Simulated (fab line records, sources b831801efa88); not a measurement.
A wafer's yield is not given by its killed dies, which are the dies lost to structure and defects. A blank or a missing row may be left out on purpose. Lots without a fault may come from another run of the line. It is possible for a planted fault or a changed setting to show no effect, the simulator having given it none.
fab line records + flow sky130
[record]
- lots = 7
- wafers = 21
- last-day = 52
route steps=708 shown VT_ADJUST_PCH@144 SONOS_TUNNEL@154 PAD_OPEN@708
lots with no fault: from the same line, run without faults
start-h: hours from the record's first day to the start of the lot's first wafer shown + wait-h: how many hours have passed since the lot's step before this one + " the same as in the row above + L1.1+2: one row covering several wafers at once + - no value, or no start was given + * or withheld: withheld + < > ~ a bound
route shown NAME@n: names a module that has steps shown in the file, with the first one's number in the route + usual: the fault-free wafers' mean and standard deviation + same: alike in all rows + chamber/n: place in a boat + sites: each site's reading + _std_site: the standard deviation of these + _edge_site: inner sites' mean taken away from outer sites' mean + radius-mm: for every site, how far away it sits from the centre of the wafer + mask NAME#n: copy n + behind: the tool/chamber that last shaped the wafer + hold: why the lot went on hold/how many hours it stayed there/how the hold came to an end + device: names the non-switching transistor (n, p or np) + end of line: the route-end tests of the same wafers + a step with no rows: only its recipe + killed: dies that structure and defects cost at the first sort, which is not the same as the wafer's yield + map: dies across one wafer; x = killed, . = not, _ = none there
set.NAME: the run value of the setting; set.NAME@STEP: its run value at that earlier step + model.NAME: the simulator's own value behind a step, which no gauge read
lots at some steps of the route; a table a step, a row a wafer
services: the hour from which a tool's chamber was out of use, counted from the record's first day as start-h (under 0 if before that day), plus the number of hours and why
[[steps]]
[step SKY_VT_ADJUST_PCH_HMDS_01]
[recipe]
- prime-time-s = 60
- prime-temp-c = 120
[step SKY_VT_ADJUST_PCH_COAT_02]
[recipe]
- spin-rpm = 2000
- resist-thk-nm = 3000
[step SKY_VT_ADJUST_PCH_SOFTBAKE_03]
[recipe]
- temp-c = 110
- time-s = withheld
[step SKY_VT_ADJUST_PCH_EXPOSE_04]
[recipe]
- mask-id = NWM
- na = 0.6
- source-shape = conventional
- sigma-outer = 0.6
- polarization = unpolarized
- target-cd-nm = 840
- dose-mj = 255
[step SKY_VT_ADJUST_PCH_PEB_05]
[recipe]
- temp-c = 115
- time-s = withheld
[step SKY_VT_ADJUST_PCH_DEVELOP_06]
[recipe]
- wall-angle-deg = 90
- developer = TMAH
- develop-time-s = 60
- dev-temp-c = 23
[step SKY_VT_ADJUST_PCH_OVL_MEAS_07]
[usual]
- VT_ADJUST_PCH_OVL = -0.1/1.4
| lot.wafer | tool       | chamber | start-h | wait-h | VT_ADJUST_PCH_OVL[nm] |
|-----------|------------|---------|---------|--------|-----------------------|
| L495.1    | overlay-01 | -       | 275.42  | -      | -0.4                  |
| L495.3    | "          | -       | "       | "      | -1.0                  |
| L495.5    | "          | -       | "       | "      | 1.7                   |
| L497.1    | overlay-01 | -       | 277.20  | -      | 1.1                   |
| L497.4    | "          | -       | "       | "      | 1.1                   |
| L497.5    | "          | -       | "       | "      | 1.5                   |
| L505.2    | overlay-02 | -       | 433.05  | -      | 2.2                   |
| L505.4    | "          | -       | "       | "      | 1.5                   |
| L505.6    | "          | -       | "       | "      | 1.1                   |
| L503.1    | overlay-01 | -       | 433.82  | -      | 1.2                   |
| L503.2    | "          | -       | "       | "      | 0.5                   |
| L503.6    | "          | -       | "       | "      | 2.5                   |
| L504.3    | overlay-01 | -       | 434.46  | -      | -0.6                  |
| L504.5    | "          | -       | "       | "      | -0.9                  |
| L504.6    | "          | -       | "       | "      | -0.4                  |
| L502.2    | overlay-01 | -       | 436.68  | -      | 1.5                   |
| L502.5    | "          | -       | "       | "      | 3.4                   |
| L502.6    | "          | -       | "       | "      | -1.0                  |
| L508.3    | overlay-02 | -       | 441.73  | -      | -0.8                  |
| L508.5    | "          | -       | "       | "      | -0.2                  |
| L508.6    | "          | -       | "       | "      | 1.0                   |
[step SKY_VT_ADJUST_PCH_IMPLANT_08]
[recipe]
- species = B
- energy-kev = 10
- dose-cm2 = 5e+11
- tilt-deg = withheld
[step SKY_VT_ADJUST_PCH_STRIP_09]
[recipe]
- chemistry = O2/N2
- power-w = 1400
- pressure-mtorr = 1500
- platen-temp-c = withheld
- o2-flow-sccm = 3000
- n2-flow-sccm = 300
- overash-fraction = 0.5
[usual]
- drypump-motor-current-A = 5.81/0.059
- o2-flow-sccm = 3002/10
- oes-product-au = 0.722/0.0045
- strip-time-to-endpoint-s = 36.98/0.1
| lot.wafer | tool            | chamber | start-h | wait-h | drypump-motor-current-A | o2-flow-sccm | oes-product-au | rf-hours-counter-h | strip-time-to-endpoint-s |
|-----------|-----------------|---------|---------|--------|-------------------------|--------------|----------------|--------------------|--------------------------|
| L495.1    | plasma-asher-02 | 0       | 275.60  | 0.1    | 5.81                    | 2992         | 0.718          | 58                 | 36.91                    |
| L495.3    | "               | 1       | "       | "      | 5.79                    | 2993         | 0.728          | -                  | 36.95                    |
| L495.5    | "               | 1       | "       | "      | 5.79                    | 3004         | 0.725          | -                  | 36.87                    |
| L497.1    | plasma-asher-02 | 0       | 277.38  | 0.1    | 5.82                    | 3009         | 0.708          | 58                 | 36.90                    |
| L497.4    | "               | 0       | "       | "      | 5.82                    | 3018         | 0.730          | -                  | 37.00                    |
| L497.5    | "               | 0       | "       | "      | 5.83                    | 3009         | 0.732          | -                  | 36.92                    |
| L505.2    | plasma-asher-04 | 0       | 433.23  | 0.1    | 5.83                    | 2999         | 0.721          | 29                 | 36.94                    |
| L505.4    | "               | 0       | "       | "      | 5.80                    | 3007         | 0.717          | -                  | 37.01                    |
| L505.6    | "               | 1       | "       | "      | 5.79                    | 3020         | 0.719          | -                  | 37.08                    |
| L503.1    | plasma-asher-01 | 1       | 434.00  | 0.1    | 5.78                    | 3001         | 0.724          | 0                  | 36.81                    |
| L503.2    | "               | 0       | "       | "      | 5.92                    | 3002         | 0.722          | 0                  | 36.80                    |
| L503.6    | "               | 1       | "       | "      | 5.75                    | 3017         | 0.733          | -                  | 36.83                    |
| L504.3    | plasma-asher-04 | 1       | 434.66  | 0.1    | 5.77                    | 3002         | 0.721          | -                  | 36.99                    |
| L504.5    | "               | 1       | "       | "      | 5.76                    | 2985         | 0.724          | -                  | 37.01                    |
| L504.6    | "               | 0       | "       | "      | 5.80                    | 2996         | 0.728          | -                  | 37.10                    |
| L502.2    | plasma-asher-01 | 1       | 436.86  | 0.1    | 5.74                    | 2995         | 0.725          | 1                  | 37.06                    |
| L502.5    | "               | 0       | "       | "      | 5.93                    | 2998         | 0.717          | -                  | 37.06                    |
| L502.6    | "               | 1       | "       | "      | 5.73                    | 2996         | 0.726          | -                  | 37.08                    |
| L508.3    | plasma-asher-02 | 0       | 441.94  | 0.1    | 5.81                    | 2995         | 0.724          | -                  | 36.97                    |
| L508.5    | "               | 1       | "       | "      | 5.77                    | 3002         | 0.730          | -                  | 36.99                    |
| L508.6    | "               | 0       | "       | "      | 5.80                    | 3001         | 0.723          | -                  | 37.02                    |
[step SKY_VT_ADJUST_PCH_TW_MEAS_10]
[usual]
- VT_ADJUST_PCH_TW = 143.0/1.4
| lot.wafer | tool          | chamber | start-h | wait-h | VT_ADJUST_PCH_TW |
|-----------|---------------|---------|---------|--------|------------------|
| L495.1    | film-metro-04 | -       | 275.70  | 0.1    | 141.7            |
| L495.3    | "             | -       | "       | "      | 142.1            |
| L495.5    | "             | -       | "       | "      | 142.5            |
| L497.1    | film-metro-04 | -       | 277.48  | 0.1    | 141.9            |
| L497.4    | "             | -       | "       | "      | 142.0            |
| L497.5    | "             | -       | "       | "      | 142.1            |
| L505.2    | film-metro-04 | -       | 433.34  | 0.1    | 143.2            |
| L505.4    | "             | -       | "       | "      | 142.3            |
| L505.6    | "             | -       | "       | "      | 142.6            |
| L503.1    | film-metro-02 | -       | 434.10  | 0.1    | 145.0            |
| L503.2    | "             | -       | "       | "      | 144.9            |
| L503.6    | "             | -       | "       | "      | 145.0            |
| L504.3    | film-metro-02 | -       | 434.75  | 0.1    | 144.2            |
| L504.5    | "             | -       | "       | "      | 145.0            |
| L504.6    | "             | -       | "       | "      | 144.9            |
| L502.2    | film-metro-04 | -       | 436.97  | 0.1    | 142.7            |
| L502.5    | "             | -       | "       | "      | 142.1            |
| L502.6    | "             | -       | "       | "      | 142.9            |
| L508.3    | film-metro-03 | -       | 442.03  | 0.1    | 141.7            |
| L508.5    | "             | -       | "       | "      | 142.2            |
| L508.6    | "             | -       | "       | "      | 141.4            |
[step SKY_SONOS_TUNNEL_DEHYDRATE_00]
[recipe]
- temp-c = 200
- time-s = 60
[step SKY_SONOS_TUNNEL_HMDS_01]
[recipe]
- prime-time-s = 60
- prime-temp-c = 120
[step SKY_SONOS_TUNNEL_COAT_02]
[recipe]
- resist = NOVOLAK
- spin-rpm = 3000
- resist-thk-nm = 1140
| lot.wafer | tool           | chamber | start-h | wait-h | model.NOVOLAK_of_SONOS_TUNNEL_COAT_02.thk-nm |
|-----------|----------------|---------|---------|--------|----------------------------------------------|
| L495.1    | litho-track-03 | 0       | 288.07  | 0.1    | 1143                                         |
| L495.3+5  | "              | 0       | "       | "      | 1145                                         |
| L497.1    | litho-track-03 | 0       | 289.67  | 0.1    | 1140                                         |
| L497.4    | "              | 0       | "       | "      | 1143                                         |
| L497.5    | "              | 0       | "       | "      | 1141                                         |
| L505.2+4  | litho-track-01 | 0       | 448.22  | 0.1    | 1138                                         |
| L505.6    | "              | 0       | "       | "      | 1139                                         |
| L503.1+2  | litho-track-03 | 0       | 449.17  | 0.1    | 1146                                         |
| L503.6    | "              | 0       | "       | "      | 1104                                         |
| L504.3+6  | litho-track-03 | 0       | 449.82  | 0.1    | 1100                                         |
| L504.5    | "              | 0       | "       | "      | 1140                                         |
| L502.2    | litho-track-03 | 0       | 452.80  | 0.1    | 1144                                         |
| L502.5    | "              | 0       | "       | "      | 1145                                         |
| L502.6    | "              | 0       | "       | "      | 1104                                         |
| L508.3    | litho-track-01 | 0       | 458.24  | 0.1    | 1138                                         |
| L508.5    | "              | 0       | "       | "      | 1140                                         |
| L508.6    | "              | 0       | "       | "      | 1141                                         |
[step SKY_SONOS_TUNNEL_SOFTBAKE_03]
[recipe]
- temp-c = 90
- time-s = 60
- resist = NOVOLAK
[step SKY_SONOS_TUNNEL_EXPOSE_04]
[recipe]
- mask-id = TUNM
- na = 0.6
- source-shape = conventional
- sigma-outer = 0.6
- polarization = unpolarized
- target-cd-nm = 410
- dose-mj = 136
[step SKY_SONOS_TUNNEL_PEB_05]
[recipe]
- temp-c = withheld
- time-s = *
- resist = NOVOLAK
[step SKY_SONOS_TUNNEL_DEVELOP_06]
[recipe]
- resist = NOVOLAK
- developer = TMAH
- develop-time-s = 60
- dev-temp-c = 23
| lot.wafer | tool           | chamber | start-h | wait-h | model.NOVOLAK_of_SONOS_TUNNEL_COAT_02.thk-nm |
|-----------|----------------|---------|---------|--------|----------------------------------------------|
| L495.1    | litho-track-03 | 0       | 300.32  | 0.1    | 1143                                         |
| L495.3+5  | "              | 0       | "       | "      | 1144                                         |
| L497.1    | litho-track-01 | 0       | 301.70  | 0.1    | 1139                                         |
| L497.4    | "              | 0       | "       | "      | 1143                                         |
| L497.5    | "              | 0       | "       | "      | 1141                                         |
| L505.2+4  | litho-track-01 | 0       | 464.97  | 0.1    | 1138                                         |
| L505.6    | "              | 0       | "       | "      | 1139                                         |
| L503.1    | litho-track-03 | 0       | 465.72  | 0.1    | 1145                                         |
| L503.2    | "              | 0       | "       | "      | 1146                                         |
| L503.6    | "              | 0       | "       | "      | 1103                                         |
| L504.3+6  | litho-track-01 | 0       | 465.94  | 0.1    | 1099                                         |
| L504.5    | "              | 0       | "       | "      | 1139                                         |
| L502.2    | litho-track-02 | 0       | 468.57  | 0.1    | 1143                                         |
| L502.5    | "              | 0       | "       | "      | 1144                                         |
| L502.6    | "              | 0       | "       | "      | 1104                                         |
| L508.3    | litho-track-03 | 0       | 473.72  | 0.1    | 1137                                         |
| L508.5+6  | "              | 0       | "       | "      | 1140                                         |
[step SKY_SONOS_TUNNEL_CD_MEAS_07]
[recipe]
- target-cd-nm = 410
[usual]
- cd-nm = 409.5/2
| lot.wafer | tool      | chamber | start-h | wait-h | cd-nm |
|-----------|-----------|---------|---------|--------|-------|
| L495.1    | cd-sem-01 | -       | 300.47  | 0.1    | 407.9 |
| L495.3    | "         | -       | "       | "      | 409.7 |
| L495.5    | "         | -       | "       | "      | 408.8 |
| L497.1    | cd-sem-01 | -       | 301.97  | 0.2    | 408.5 |
| L497.4    | "         | -       | "       | "      | 408.9 |
| L497.5    | "         | -       | "       | "      | 409.3 |
| L505.2    | cd-sem-02 | -       | 465.11  | 0.1    | 411.9 |
| L505.4    | "         | -       | "       | "      | 413.1 |
| L505.6    | "         | -       | "       | "      | 413.2 |
| L503.1    | cd-sem-02 | -       | 465.87  | 0.1    | 404.2 |
| L503.2    | "         | -       | "       | "      | 405.9 |
| L503.6    | "         | -       | "       | "      | 410.8 |
| L504.3    | cd-sem-01 | -       | 466.08  | 0.1    | 412.3 |
| L504.5    | "         | -       | "       | "      | 409.0 |
| L504.6    | "         | -       | "       | "      | 413.8 |
| L502.2    | cd-sem-02 | -       | 468.71  | 0.1    | 408.0 |
| L502.5    | "         | -       | "       | "      | 410.9 |
| L502.6    | "         | -       | "       | "      | 414.3 |
| L508.3    | cd-sem-02 | -       | 473.86  | 0.1    | 408.4 |
| L508.5    | "         | -       | "       | "      | 409.8 |
| L508.6    | "         | -       | "       | "      | 409.4 |
[step SKY_PAD_OPEN_PROBE_99]
[usual]
- killed_at_M0_to_M3 = 45/6.3
- killed_at_M4_up = 2.8/1.6
- killed-at-contacts = 24/5.1
- killed-at-front-end = 14/4.4
- killed-at-other = 0.4/0.73
- killed-dies = 86/9
- killed-open = 47/7.8
- killed-short = 39/6.6
[same]
- gross-dies = 492
- killed-at-back-side = 0
| lot.wafer | tool      | chamber | start-h | wait-h | killed_at_M0_to_M3 | killed_at_M4_up | killed-at-contacts | killed-at-front-end | killed-at-other | killed-dies | killed-open | killed-short |
|-----------|-----------|---------|---------|--------|--------------------|-----------------|--------------------|---------------------|-----------------|-------------|-------------|--------------|
| L495.1    | prober-01 | -       | 1139.60 | 0.1    | 43                 | 2               | 19                 | 12                  | 0               | 76          | 40          | 35           |
| L495.3    | prober-01 | -       | 1139.70 | 0.2    | 40                 | 1               | 25                 | 12                  | 0               | 78          | 39          | 39           |
| L495.5    | prober-01 | -       | 1139.80 | 0.2    | 56                 | 4               | 30                 | 16                  | 0               | 106         | 66          | 40           |
| L504.3    | prober-01 | -       | 1237.53 | 0.2    | 53                 | 5               | 33                 | 10                  | 0               | 101         | 58          | 43           |
| L504.5    | prober-01 | -       | 1237.63 | 0.2    | 44                 | 6               | 24                 | 14                  | 2               | 90          | 61          | 27           |
| L504.6    | prober-01 | -       | 1237.68 | 0.2    | 48                 | 2               | 19                 | 13                  | 3               | 85          | 48          | 35           |
// killed by level:class
L495.1 VIA1:geometric-particle:open=9 CONTACT:geometric-particle:open=7 FIELD_ISO:geometric-particle:short=6 VIA2:geometric-particle:open=6 METAL1:geometric-particle:short=5 METAL2:geometric-particle:short=5 FIELD_ISO:geometric-particle:open=4 VIA2:geometric-particle:short=4
L495.3 CONTACT:geometric-particle:open=8 LOCAL_INTERCONNECT:geometric-particle:short=7 VIA1:geometric-particle:short=6 VIA1:geometric-particle:open=6 VIA3:geometric-particle:open=6 VIA2:geometric-particle:open=5 METAL1:geometric-particle:short=4 LI_CONTACT:geometric-particle:open=4
L495.5 CONTACT:geometric-particle:open=15 VIA1:geometric-particle:open=13 VIA2:geometric-particle:open=11 VIA3:geometric-particle:open=9 METAL1:geometric-particle:short=7 LI_CONTACT:geometric-particle:open=6 POLY_GATE:geometric-particle:open=5 METAL2:geometric-particle:short=5
L504.3 VIA1:geometric-particle:open=20 CONTACT:geometric-particle:open=13 LI_CONTACT:geometric-particle:open=6 CONTACT:geometric-particle:short=6 VIA3:geometric-particle:open=6 LI_CONTACT:geometric-particle:short=5 METAL1:geometric-particle:short=5 VIA1:geometric-particle:short=5
L504.5 VIA1:geometric-particle:open=17 CONTACT:geometric-particle:open=12 LI_CONTACT:geometric-particle:open=7 VIA3:geometric-particle:open=6 VIA2:geometric-particle:open=6 METAL4:geometric-particle:short=5 FIELD_ISO:geometric-particle:open=4 POLY_GATE:geometric-particle:short=4
L504.6 VIA1:geometric-particle:open=13 VIA2:geometric-particle:open=9 CONTACT:geometric-particle:open=8 METAL1:geometric-particle:short=6 VIA3:geometric-particle:open=6 FIELD_ISO:geometric-particle:open=4 METAL2:geometric-particle:short=4 POLY_GATE:geometric-particle:open=3
[[services]]
| tool            | chamber | start-h | hours | kind       |
|-----------------|---------|---------|-------|------------|
| plasma-asher-02 | -       | 306.55  | 4.2   | repair     |
| plasma-asher-04 | -       | 329.49  | 5.1   | repair     |
| plasma-asher-04 | -       | 395.99  | 1.9   | repair     |
| plasma-asher-01 | -       | 421.25  | 9.0   | pm         |
| plasma-asher-01 | 0       | 421.25  | 9.0   | vent-cycle |
| plasma-asher-01 | 1       | 421.25  | 9.0   | vent-cycle |
| plasma-asher-01 | 0       | 430.25  | -     | clean      |
| plasma-asher-01 | 1       | 430.25  | -     | clean      |
| plasma-asher-02 | -       | 461.82  | 1.2   | repair     |
[[key]]
first-sign none at tools or gauges
[model-effect]
- step = SKY_SONOS_TUNNEL_COAT_02
- value = NOVOLAK_of_SONOS_TUNNEL_COAT_02.thk-nm
- without = 1144
- struck = 1102
[model-effect]
- step = SKY_SONOS_TUNNEL_DEVELOP_06
- value = NOVOLAK_of_SONOS_TUNNEL_COAT_02.thk-nm
- without = 1143
- struck = 1101
met-at SKY_SONOS_TUNNEL_COAT_02
struck-wafers L502.6,L503.6,L504.3,L504.6
tester-left-out L502,L503,L504
onset-between 289.67 449.17
[fault]
- kind = process-parameter-drift
- tool = litho-track-03
- chamber = -
- onset-h = 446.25
- steps = SKY_SONOS_TUNNEL_COAT_02
- channel = resist-thk-nm
- offset = -41.696
- shape = step
- end-h = 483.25
- scope = struck-wafers-only
- acts-in = these-recipes-only
- stated = 1140
// tester-left-out: of these lots the tester's yield and bins aren't shown, on N5 and GAA mostly nor the transistor test; their killed dies are dies lost to structure and defects alone, not to doping, threshold or leakage, so they don't give the yield
